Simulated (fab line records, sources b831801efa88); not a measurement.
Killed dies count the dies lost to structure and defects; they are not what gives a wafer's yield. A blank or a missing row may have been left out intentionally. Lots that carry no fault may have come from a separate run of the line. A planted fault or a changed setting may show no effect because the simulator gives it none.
A lot that was struck, set against a sound lot | flow sfqLine | 14 steps out of a route of 325
Sound: these wafers, L556.4, L556.5, L556.6. Wafers L573.4, L573.5, L573.6 were the ones struck. The cause is named last.
Per side, at each step with rows, come the tool, then ch with its chambers, and then its first start. Under that, the readings that differ: sound wafers | struck wafers | difference of the means | sigmas: that difference in standard deviations of wafers without a fault.
alike: a reading whose means differ by less than 2 such deviations, as well as words and numbers matching on both sides. not compared: withheld readings; readings where some wafer has no value; bounds like >300 that might hide an equal value; numbers whose values overlap and for which the record gives no deviation.
Wherever a step has rows on one side only, a row that says differs or no value, or a row with sigmas, the two part there. Numbers that don't overlap but have no deviation are shown without sigmas and don't part them. Lack of a reading on every wafer of one side parts them only where that side has two or more wafers.

first, 2 steps without rows for these wafers: SFQ_TRILAYER_I0_VIA_STRIP_SOLV_CLEAN_036 (cleans in NMP, time 600 s); SFQ_TRILAYER_M1_DEP_PRE_CLEAN_038 (time 22.5 s).
SFQ_TRILAYER_M1_DEP_SPUTTER_037: material Nb, target thk 200 nm, time 133.3 s.
  sound on pvdSputter-05 at day 11 04:34; struck on pvdSputter-03 at day 18 11:34
  alike: throttleValvePct
SFQ_M1_RS_MEAS_909: measures by four-point-probe.
  sound on filmMetro-03 at day 11 04:43; struck on filmMetro-01 at day 18 11:43
  alike: M1_NB_RS
then, 6 steps without rows for these wafers: SFQ_TRILAYER_M1_LITHO_COAT_044 (resist thk 62 nm); SFQ_TRILAYER_M1_LITHO_COAT_039 (resist thk 600 nm); SFQ_TRILAYER_M1_LITHO_SOFTBAKE_043; SFQ_TRILAYER_M1_LITHO_EXPOSE_040 (exposes mask M1, target cd 500 nm); SFQ_TRILAYER_M1_LITHO_PEB_042 (peb time 60 s); SFQ_TRILAYER_M1_LITHO_DEVELOP_041 (time 60 s).
-- the record jumps here: 6 days lie between the struck wafers' starts before and after --
SFQ_M1_OVL_MEAS_911:
  sound on overlay-02 at day 15 11:34; struck on overlay-02 at day 24 23:11
  alike: M1_OVL
SFQ_TRILAYER_M1_BARC_OPEN_METAL_ETCH_054: etches BARC in O2, target depth 125 nm, time 41.7 s.
  sound on rieMetal-01 ch 0,1, day 15 11:36; struck on rieMetal-04 ch 0,1, day 24 23:13
reading                                            | sound             | struck            | difference | sigmas
oesProductAu (a.u.)                                | 0.694 0.692 0.692 | 0.638 0.639 0.642 | -0.053     | -11
runLengthS (s)                                     | 69.1 69.9 69.4    | 77.7 77.7 77.6    | +8.2       | +18
model.KrF_of_TRILAYER_M1_LITHO_COAT_039.thkNm (nm) | 523.1 522.8 525.1 | 511 513.5 511.4   | -12        | 
  alike: drypumpMotorCurrentA
  not compared: rfHoursCounterH
SFQ_TRILAYER_M1_ETCH_METAL_ETCH_042: etches Nb in Cl2/Ar, stops on SiO2, target depth 240 nm, time 120 s.
  sound on rieMetal-01 ch 0,1, day 15 11:41; struck on rieMetal-04 ch 0,1, day 24 23:19
reading                                            | sound             | struck            | difference | sigmas
model.KrF_of_TRILAYER_M1_LITHO_COAT_039.thkNm (nm) | 383.5 384.1 386.9 | 367.8 371.5 369.1 | -15.4      | 
  alike: drypumpMotorCurrentA, oesProductAu, runLengthS
  not compared: rfHoursCounterH
SFQ_TRILAYER_M1_STRIP_STRIP_043: strips in O2.
  sound on rieMetal-01 ch 0,1, day 15 11:58; struck on rieMetal-04 ch 0,1, day 24 23:35
  alike: drypumpMotorCurrentA, oesProductAu
  not compared: rfHoursCounterH

## WHERE THEY PART
At SFQ_TRILAYER_M1_BARC_OPEN_METAL_ETCH_054 and nowhere else, as far as this record goes. Later steps at which nothing parts them and some readings are alike: SFQ_TRILAYER_M1_ETCH_METAL_ETCH_042, SFQ_TRILAYER_M1_STRIP_STRIP_043.

WHY: what the simulator had put in
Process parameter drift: rieMetal-04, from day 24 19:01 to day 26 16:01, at SFQ_TRILAYER_M1_BARC_OPEN_METAL_ETCH_054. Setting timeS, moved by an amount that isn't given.
